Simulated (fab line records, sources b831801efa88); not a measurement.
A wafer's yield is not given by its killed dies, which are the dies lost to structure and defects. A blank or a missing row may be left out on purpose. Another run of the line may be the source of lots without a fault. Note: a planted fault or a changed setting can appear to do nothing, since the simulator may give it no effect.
Chamber matching / flow gf180mcu / GF_V1_CVD_00 on hdpcvd-02 has 3 sister chambers
The step deposits SiO2, target thk 600 nm, time 100 s. 6 wafers are shown with their chamber, then 7 later ones without.

## WAFERS, EACH WITH ITS CHAMBER
wafer=L725.2; chamber=2; sih4 flow sccm (sccm)=59.99
wafer=L725.4; chamber=0; sih4 flow sccm (sccm)=59.91
wafer=L726.3; chamber=2; sih4 flow sccm (sccm)=59.78
wafer=L726.6; chamber=1; sih4 flow sccm (sccm)=59.91
wafer=L727.1; chamber=0; sih4 flow sccm (sccm)=59.84
wafer=L727.5; chamber=1; sih4 flow sccm (sccm)=60.28

## WAFERS WITHOUT THEIR CHAMBER
wafer=L727.6; sih4 flow sccm (sccm)=60.01
wafer=L728.2; sih4 flow sccm (sccm)=60.02
wafer=L728.3; sih4 flow sccm (sccm)=59.96
wafer=L728.4; sih4 flow sccm (sccm)=59.94
wafer=L730.3; sih4 flow sccm (sccm)=60.12
wafer=L730.4; sih4 flow sccm (sccm)=59.93
wafer=L730.6; sih4 flow sccm (sccm)=60.03

## WHICH CHAMBER EACH WENT THROUGH
wafer=L727.6; from the rows above=can't be placed: 1 or 2 or 0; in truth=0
wafer=L728.2; from the rows above=can't be placed: 1 or 2 or 0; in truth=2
wafer=L728.3; from the rows above=can't be placed: 2 or 0 or 1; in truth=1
wafer=L728.4; from the rows above=can't be placed: 2 or 0 or 1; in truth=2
wafer=L730.3; from the rows above=can't be placed: 1 or 2 or 0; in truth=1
wafer=L730.4; from the rows above=can't be placed: 2 or 0 or 1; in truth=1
wafer=L730.6; from the rows above=can't be placed: 1 or 2 or 0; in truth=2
Correctly placed: 0 of 7. Not placeable from these rows: 7 (in 7, the candidates include the true chamber). Placed wrongly: 0.
How it was worked out, from the rows above alone: a wafer's distance from a chamber is the root of the sum, over the readings, of the square of ((its reading less the chamber's mean) divided by the reading's scatter). The wafer belongs to the nearest chamber; if the next one is less than 2 further off, it can't be placed. A chamber's mean is the mean of its shown wafers. The scatter: the root of (the sum of the squares of (reading less its chamber's mean) over the shown wafers, divided by (wafers less chambers)).
